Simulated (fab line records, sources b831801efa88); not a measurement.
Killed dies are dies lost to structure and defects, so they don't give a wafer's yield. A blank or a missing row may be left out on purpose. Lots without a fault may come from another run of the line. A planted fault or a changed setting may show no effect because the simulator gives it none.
Which tool did it? | flow sfq_line | 14 lots, 42 wafers sampled, at 7 steps of a route of 325

WHAT THE GAUGES READ, wafer by wafer
SFQ_L0_RS_MEAS_901: measures by four-point-probe.
lot  | measured    | on            | L0_MONX_KI_RS (ohm/sq)
L135 | day 1 12:34 | film_metro-04 | 43.7 44.8 44.0
L136 | day 1 17:35 | film_metro-01 | 43.7 42.6 42.5
L137 | day 1 22:34 | film_metro-01 | 44.6 43.7 43.8
L138 | day 2 03:34 | film_metro-03 | 44.6 43.5 44.3
L139 | day 2 08:34 | film_metro-03 | 43.0 44.1 44.3
L140 | day 2 13:34 | film_metro-01 | 43.7 45.0 43.5
L141 | day 2 18:34 | film_metro-01 | 42.8 43.5 43.6
L142 | day 2 23:34 | film_metro-03 | 44.1 43.6 43.8
L143 | day 3 04:34 | film_metro-01 | 43.4 44.2 43.4
L144 | day 3 09:34 | film_metro-01 | 42.6 43.1 43.5
L146 | day 3 19:35 | film_metro-04 | 44.1 44.9 43.8
L147 | day 4 00:35 | film_metro-04 | 44.6 43.6 43.1
L156 | day 5 21:34 | film_metro-03 | 61.0 61.2 61.1
L157 | day 6 02:35 | film_metro-04 | 62.8 61.5 63.3

SFQ_L0_THK_MEAS_902: measures by xrf.
lot  | measured    | on            | L0_MONX_KI_THK (nm)
L135 | day 1 12:41 | film_metro-04 | 39.9 39.3 39.7
L136 | day 1 17:41 | film_metro-01 | 40.0 41.0 41.0
L137 | day 1 22:41 | film_metro-01 | 39.1 39.9 40.0
L138 | day 2 03:41 | film_metro-03 | 39.0 39.8 39.3
L139 | day 2 08:41 | film_metro-03 | 40.7 39.4 39.4
L140 | day 2 13:41 | film_metro-01 | 40.0 38.8 40.3
L141 | day 2 18:41 | film_metro-01 | 41.3 39.9 40.0
L142 | day 2 23:41 | film_metro-03 | 39.2 39.8 39.7
L143 | day 3 04:41 | film_metro-01 | 39.9 39.4 39.8
L144 | day 3 09:41 | film_metro-01 | 41.1 40.2 40.1
L146 | day 3 19:41 | film_metro-04 | 39.9 39.1 39.8
L147 | day 4 00:41 | film_metro-04 | 39.2 40.2 40.5
L156 | day 5 21:41 | film_metro-03 | 28.4 28.4 28.4
L157 | day 6 02:41 | film_metro-04 | 27.9 28.5 27.6

SFQ_M0_OVL_MEAS_906.
lot  | measured     | on         | M0_OVL (nm)
L135 | day 10 16:53 | overlay-01 | 6 10 4
L136 | day 11 07:18 | overlay-02 | 0 -2 3
L137 | day 11 13:55 | overlay-02 | -2 -1 2
L138 | day 12 10:46 | overlay-02 | -3 -5 -7
L139 | day 12 20:22 | overlay-02 | 9 5 15
L140 | day 13 05:48 | overlay-01 | 3 -1 -2
L141 | day 13 13:00 | overlay-02 | -2 0 -2
L142 | day 13 19:00 | overlay-02 | 1 -5 -3
L143 | day 14 05:31 | overlay-01 | 6 6 1
L144 | day 14 10:19 | overlay-01 | 3 2 10
L146 | day 15 00:27 | overlay-02 | -7 -2 5
L147 | day 15 08:51 | overlay-02 | 11 17 13
L156 | day 20 08:35 | overlay-01 | -3 10 4
L157 | day 20 13:23 | overlay-02 | -7 -8 -3

SFQ_I1_OVL_MEAS_913.
lot  | measured     | on         | I1_OVL (nm)
L135 | day 27 20:02 | overlay-01 | 2 5 5
L136 | day 27 21:14 | overlay-01 | 2 1 3
L137 | day 27 22:26 | overlay-01 | -2 1 2
L138 | day 27 23:38 | overlay-01 | -4 -3 -3
L139 | day 28 00:50 | overlay-01 | 4 4 4
L140 | day 28 02:02 | overlay-01 | 6 6 7
L141 | day 28 03:14 | overlay-01 | -9 2 -2
L142 | day 28 04:26 | overlay-01 | 3 -5 -4
L143 | day 28 05:38 | overlay-01 | -6 -3 -5
L144 | day 28 06:50 | overlay-01 | -5 -4 -9
L146 | day 34 08:02 | overlay-01 | -4 -3 -5
L147 | day 34 16:26 | overlay-02 | -7 1 1
L156 | day 39 05:10 | overlay-01 | 5 1 9
L157 | day 39 15:58 | overlay-01 | -8 -1 2

WHICH TOOL RAN EACH LOT (tool, then ch and the chambers of the sampled wafers, then the start)
lot  | SFQ_TRILAYER_L0_DEP_SPUTTER_003 | SFQ_TRILAYER_L0_ETCH_METAL_ETCH_008 | SFQ_TRILAYER_I1_DEP_PECVD_045
L135 | pvd_sputter-03, day 1 12:29     | rie_metal-03 ch 0,1, day 4 07:46    | pecvd-04 ch 0,1,2, day 21 19:17
L136 | pvd_sputter-05, day 1 17:29     | rie_metal-03 ch 0,1, day 4 14:58    | pecvd-01 ch 0,1, day 23 05:01
L137 | pvd_sputter-03, day 1 22:29     | rie_metal-02 ch 0,1, day 4 16:10    | pecvd-01 ch 0,2, day 23 17:16
L138 | pvd_sputter-05, day 2 03:29     | rie_metal-04 ch 0,1, day 4 22:10    | pecvd-04 ch 0,2, day 24 12:28
L139 | pvd_sputter-05, day 2 08:29     | rie_metal-04 ch 0,1, day 5 05:00    | pecvd-04 ch 1,2, day 24 23:16
L140 | pvd_sputter-05, day 2 13:29     | rie_metal-03 ch 0,1, day 5 09:48    | pecvd-02 ch 0,1,2, day 25 11:16
L141 | pvd_sputter-06, day 2 18:29     | rie_metal-02 ch 0,1, day 5 11:00    | pecvd-01 ch 0,1,2, day 26 05:11
L142 | pvd_sputter-03, day 2 23:29     | rie_metal-02 ch 0,1, day 5 15:48    | pecvd-02 ch 1,2, day 26 08:47
L143 | pvd_sputter-06, day 3 04:29     | rie_metal-04 ch 0,1, day 5 18:12    | pecvd-01 ch 0,1, day 26 11:11
L144 | pvd_sputter-03, day 3 09:29     | rie_metal-02 ch 0,1, day 5 23:00    | pecvd-02 ch 0,1,2, day 27 05:25
L146 | pvd_sputter-06, day 3 19:29     | rie_metal-02 ch 0,1, day 6 09:48    | pecvd-04 ch 0,1,2, day 27 19:30
L147 | pvd_sputter-05, day 4 00:29     | rie_metal-04 ch 0, day 6 15:22      | pecvd-01 ch 0,1, day 28 02:53
L156 | pvd_sputter-05, day 5 21:29     | rie_metal-04 ch 0,1, day 9 11:56    | pecvd-04 ch 0,1,2, day 33 01:17
L157 | pvd_sputter-05, day 6 02:29     | rie_metal-04 ch 0,1, day 9 15:19    | pecvd-04 ch 0,2, day 33 06:30
- SFQ_TRILAYER_L0_DEP_SPUTTER_003: material MoNx KI, target thk 40 nm, time 100 s.
- SFQ_TRILAYER_L0_ETCH_METAL_ETCH_008: etches MoNx KI in SF6/O2, stops on SiO2, target depth 50 nm, time 25 s.
- SFQ_TRILAYER_I1_DEP_PECVD_045: deposits SiO2 from SiH4/N2O, time 111.11 s, target thk 500 nm.

WHAT THE TOOLS THEMSELVES READ (means of the sampled wafers that have a number; where no wafer has one, the mark that the record gives instead)
SFQ_TRILAYER_L0_DEP_SPUTTER_003.
lot  | tool           | chamber_pressure_pa (Pa) | throttle_valve_pct (%)
L135 | pvd_sputter-03 | 0.3999                   | 29.3
L136 | pvd_sputter-05 | 0.3996                   | 29.5
L137 | pvd_sputter-03 | 0.4000                   | 29.2
L138 | pvd_sputter-05 | 0.4004                   | 29.3
L139 | pvd_sputter-05 | 0.3997                   | 29.5
L140 | pvd_sputter-05 | 0.3990                   | 29.1
L141 | pvd_sputter-06 | 0.4001                   | 29.8
L142 | pvd_sputter-03 | 0.4002                   | 29.6
L143 | pvd_sputter-06 | 0.3998                   | 28.8
L144 | pvd_sputter-03 | 0.3995                   | 29.4
L146 | pvd_sputter-06 | 0.3993                   | 29.0
L147 | pvd_sputter-05 | 0.3993                   | 29.4
L156 | pvd_sputter-05 | 0.3992                   | 28.9
L157 | pvd_sputter-05 | 0.3994                   | 29.4

SFQ_TRILAYER_L0_ETCH_METAL_ETCH_008.
lot  | tool         | drypump_motor_current_A (A) | oes_product_au (a.u.)
L135 | rie_metal-03 | 6.3                         | 0.869
L136 | rie_metal-03 | 6.5                         | 0.877
L137 | rie_metal-02 | 5.9                         | 0.871
L138 | rie_metal-04 | 5.6                         | 0.860
L139 | rie_metal-04 | 5.6                         | 0.869
L140 | rie_metal-03 | 6.4                         | 0.866
L141 | rie_metal-02 | 5.7                         | 0.876
L142 | rie_metal-02 | 5.7                         | 0.866
L143 | rie_metal-04 | 5.6                         | 0.872
L144 | rie_metal-02 | 5.7                         | 0.878
L146 | rie_metal-02 | 5.7                         | 0.866
L147 | rie_metal-04 | 5.7                         | 0.872
L156 | rie_metal-04 | 5.6                         | 0.726
L157 | rie_metal-04 | 5.6                         | 0.724

SFQ_TRILAYER_I1_DEP_PECVD_045.
lot  | tool     | heater_power_w (W) | susceptor_temp_C (C) | throttle_valve_pct (%)
L135 | pecvd-04 | 87                 | 149.91               | 24.9
L136 | pecvd-01 | 74                 | 150.10               | 27.1
L137 | pecvd-01 | 71                 | 149.86               | 24.4
L138 | pecvd-04 | 94                 | 149.95               | 24.1
L139 | pecvd-04 | 90                 | 150.00               | 24.6
L140 | pecvd-02 | 92                 | 149.94               | 23.4
L141 | pecvd-01 | 89                 | 149.86               | 26.8
L142 | pecvd-02 | 105                | 150.03               | 23.2
L143 | pecvd-01 | 87                 | 150.00               | 29.4
L144 | pecvd-02 | 91                 | 150.09               | 23.6
L146 | pecvd-04 | 91                 | 149.97               | 25.1
L147 | pecvd-01 | 72                 | 149.87               | 27.0
L156 | pecvd-04 | 85                 | 150.09               | 25.8
L157 | pecvd-04 | 91                 | 150.10               | 25.1

THE ANSWER, worked out from the rows above alone
Rule: what is usual is taken from the lots themselves. Put in order of their means at a reading, lots are off if they are a third of the lots or fewer, leave a main group of 4 or more, and stand apart from it by a gap of 3 or more times the standard deviation of the main group's means; of several such gaps the widest counts. A main group whose means are all the same, to the digits that the tables above print for the reading, isn't used. A lot without any number at a reading at which 4 lots or more have one is off too. The other lots that the step has rows for count as sound. The gauges are gone through in route order, then the tools' own readings, and for those a lot's mean is taken as printed above. The first step at which some lot is off is used, and at that step the reading that is off furthest; a lot without a number counts as furthest.
Off: L156, L157, at SFQ_L0_RS_MEAS_901 (L0_MONX_KI_RS). The main group: mean 43.8 ohm/sq, standard deviation 0.42.
A tool fits if, at a process step before that reading, it ran every lot that is off, and no sound lot after the first of them. The gauges at SFQ_L0_RS_MEAS_901 aren't tried: what is off there is off at SFQ_TRILAYER_L0_ETCH_METAL_ETCH_008 too, on other tools, and a gauge's error can't cause that. One fits: pvd_sputter-05 at SFQ_TRILAYER_L0_DEP_SPUTTER_003. Its last sound lot is L147 (day 4 00:29), its first lot that is off L156 (day 5 21:29): a fault that began between those two fits.

WHAT THE SIMULATOR HAD PUT IN
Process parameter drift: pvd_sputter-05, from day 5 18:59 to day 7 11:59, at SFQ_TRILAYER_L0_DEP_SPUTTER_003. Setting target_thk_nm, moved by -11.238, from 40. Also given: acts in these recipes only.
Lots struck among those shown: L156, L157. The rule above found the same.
